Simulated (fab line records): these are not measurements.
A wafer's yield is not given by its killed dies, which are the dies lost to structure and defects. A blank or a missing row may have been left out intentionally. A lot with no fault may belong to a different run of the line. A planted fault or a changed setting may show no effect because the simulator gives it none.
Matching of chambers | flow gf180mcu | GF_STI_ETCH_14 on rie_si-02: 4 sister chambers
The step etches Si in HBr/Cl2/O2, target depth 360 nm, time 102.9 s. 22 wafers are shown with their chamber, then 11 later ones without.

## WAFERS WITH THEIR CHAMBER
wafer  | chamber | drypump_motor_current_A (A) | oes_product_au (a.u.) | throttle_valve_pct (%)
L074.1 | 3       | 5.7                         | 0.995                 | 25.672
L074.3 | 1       | 5.3                         | 1.005                 | 25.659
L074.4 | 0       | 5.9                         | 1.014                 | 25.648
L075.1 | 0       | 5.9                         | 1.014                 | 25.657
L075.2 | 2       | 6.6                         | 0.989                 | 25.682
L075.3 | 1       | 5.3                         | 0.995                 | 25.676
L076.1 | 0       | 6.0                         | 0.998                 | 25.636
L076.2 | 1       | 5.3                         | 0.996                 | 25.651
L076.5 | 3       | 5.7                         | 0.983                 | 25.674
L078.2 | 0       | 5.9                         | 1.010                 | 25.643
L078.3 | 2       | 6.6                         | 0.986                 | 25.663
L078.6 | 3       | 5.7                         | 0.990                 | 25.681
L080.1 | 3       | 5.7                         | 0.988                 | 25.665
L080.2 | 2       | 6.6                         | 0.986                 | 25.661
L080.5 | 0       | 5.9                         | 1.017                 | 25.654
L081.2 | 0       | 5.9                         | 1.010                 | 25.653
L081.3 | 3       | 5.7                         | 0.976                 | 25.664
L081.6 | 3       | 5.7                         | 0.985                 | 25.662
L082.1 | 2       | 6.6                         | 0.974                 | 25.667
L082.2 | 1       | 5.3                         | 1.008                 | 25.642
L082.4 | 0       | 5.9                         | 1.004                 | 25.643
L089.1 | 2       | 6.6                         | 0.982                 | 25.669

SIGNATURES, as means of the wafers listed above
reading                 | chamber 0 | chamber 1 | chamber 2 | chamber 3 | scatter within a chamber
drypump_motor_current_A | 5.914     | 5.300     | 6.600     | 5.700     | 0.0218
oes_product_au          | 1.00957   | 1.00100   | 0.98340   | 0.98617   | 0.00638
throttle_valve_pct      | 25.64771  | 25.65700  | 25.66840  | 25.66967  | 0.00912
Rule: for a wafer and a chamber, the distance is found by dividing, reading by reading, the gap between the wafer's reading and the chamber's mean by the reading's scatter, squaring, summing and taking the root. The wafer belongs to the nearest chamber; if the next one is less than 2 further off, it can't be placed. How the scatter is found: for the shown wafers, subtract from each reading the mean of its chamber, square and add these, divide the total by (wafers less chambers), then take the root.

## WAFERS WHOSE CHAMBER IS MISSING
wafer  | drypump_motor_current_A (A) | oes_product_au (a.u.) | throttle_valve_pct (%)
L089.2 | 5.3                         | 1.001                 | 25.640
L089.4 | 5.9                         | 1.013                 | 25.640
L090.2 | 5.3                         | 1.007                 | 25.646
L090.5 | 6.0                         | 1.020                 | 25.646
L090.6 | 5.3                         | 1.005                 | 25.661
L095.2 | 6.0                         | 0.999                 | 25.649
L095.5 | 6.0                         | 1.007                 | 25.650
L095.6 | 5.3                         | 0.992                 | 25.658
L096.4 | 5.4                         | 0.989                 | 25.673
L096.5 | 6.6                         | 0.993                 | 25.672
L096.6 | 5.7                         | 0.981                 | 25.671

## CHAMBER TAKEN BY EACH
wafer  | from the rows above | in truth
L089.2 | 1                   | 1
L089.4 | 0                   | 0
L090.2 | 1                   | 1
L090.5 | 0                   | 0
L090.6 | 1                   | 1
L095.2 | 0                   | 0
L095.5 | 0                   | 0
L095.6 | 1                   | 1
L096.4 | 1                   | 1
L096.5 | 2                   | 2
L096.6 | 3                   | 3
Correctly placed: 11 of 11. Number that these rows cannot place: 0. Wrongly placed: 0.
